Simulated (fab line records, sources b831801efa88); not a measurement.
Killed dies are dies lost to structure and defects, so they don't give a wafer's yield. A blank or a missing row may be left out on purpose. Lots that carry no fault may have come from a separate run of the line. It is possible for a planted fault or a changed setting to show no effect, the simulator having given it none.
Chamber matching :: flow sky130 :: cmp-01 running SKY_FIELD_ISO_CMP_27: 4 sister chambers
The step polishes, stops on Si3N4, t overpolish 16 s, target thk 457.8 nm. 8 wafers are shown with their chamber, then 8 later ones without.

## WAFERS PAIRED WITH THEIR CHAMBERS
wafer: L075.5
chamber: 1
motorCurrentA (A): 13.4
headPressurePsi (psi): 4.018

wafer: L087.1
chamber: 2
motorCurrentA (A): 13.9
headPressurePsi (psi): 3.989

wafer: L087.2
chamber: 3
motorCurrentA (A): 9.5
headPressurePsi (psi): 3.998

wafer: L087.3
chamber: 0
motorCurrentA (A): 11.2
headPressurePsi (psi): 4.009

wafer: L089.1
chamber: 3
motorCurrentA (A): 10.1
headPressurePsi (psi): 3.996

wafer: L089.2
chamber: 1
motorCurrentA (A): 13.3
headPressurePsi (psi): 4.005

wafer: L089.4
chamber: 0
motorCurrentA (A): 12.1
headPressurePsi (psi): 3.992

wafer: L090.3
chamber: 2
motorCurrentA (A): 13.8
headPressurePsi (psi): 4.003

## WAFERS WHOSE CHAMBER IS MISSING
wafer: L090.5
motorCurrentA (A): 9.8
headPressurePsi (psi): 4.004

wafer: L090.6
motorCurrentA (A): 12.0
headPressurePsi (psi): 4.003

wafer: L093.1
motorCurrentA (A): 12.1
headPressurePsi (psi): 4.005

wafer: L093.2
motorCurrentA (A): 13.6
headPressurePsi (psi): 3.983

wafer: L093.5
motorCurrentA (A): 11.6
headPressurePsi (psi): 4.001

wafer: L094.2
motorCurrentA (A): 13.6
headPressurePsi (psi): 3.993

wafer: L094.3
motorCurrentA (A): 13.9
headPressurePsi (psi): 4.014

wafer: L094.4
motorCurrentA (A): 9.3
headPressurePsi (psi): 3.981

## EACH ONE'S CHAMBER
wafer: L090.5
from the rows above: 3
in truth: 3

wafer: L090.6
from the rows above: 0
in truth: 0

wafer: L093.1
from the rows above: 0
in truth: 0

wafer: L093.2
from the rows above: can't be placed: 2 or 1
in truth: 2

wafer: L093.5
from the rows above: 0
in truth: 0

wafer: L094.2
from the rows above: can't be placed: 2 or 1
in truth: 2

wafer: L094.3
from the rows above: can't be placed: 1 or 2
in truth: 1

wafer: L094.4
from the rows above: 3
in truth: 3
5 of 8 placed correctly. Not placeable from these rows: 3 (in 3, the candidates include the true chamber). Placed wrongly: 0.
How it was worked out, from the rows above alone: a wafer's distance from a chamber is the root of the sum, over the readings, of the square of ((its reading less the chamber's mean) divided by the reading's scatter). The wafer belongs to the nearest chamber; if the next one is less than 2 further off, it can't be placed. For every chamber, the mean is computed from those of its wafers that are shown. The scatter: take each reading less its chamber's mean, square it, sum over the shown wafers, divide by the number of wafers less the number of chambers, and take the root.
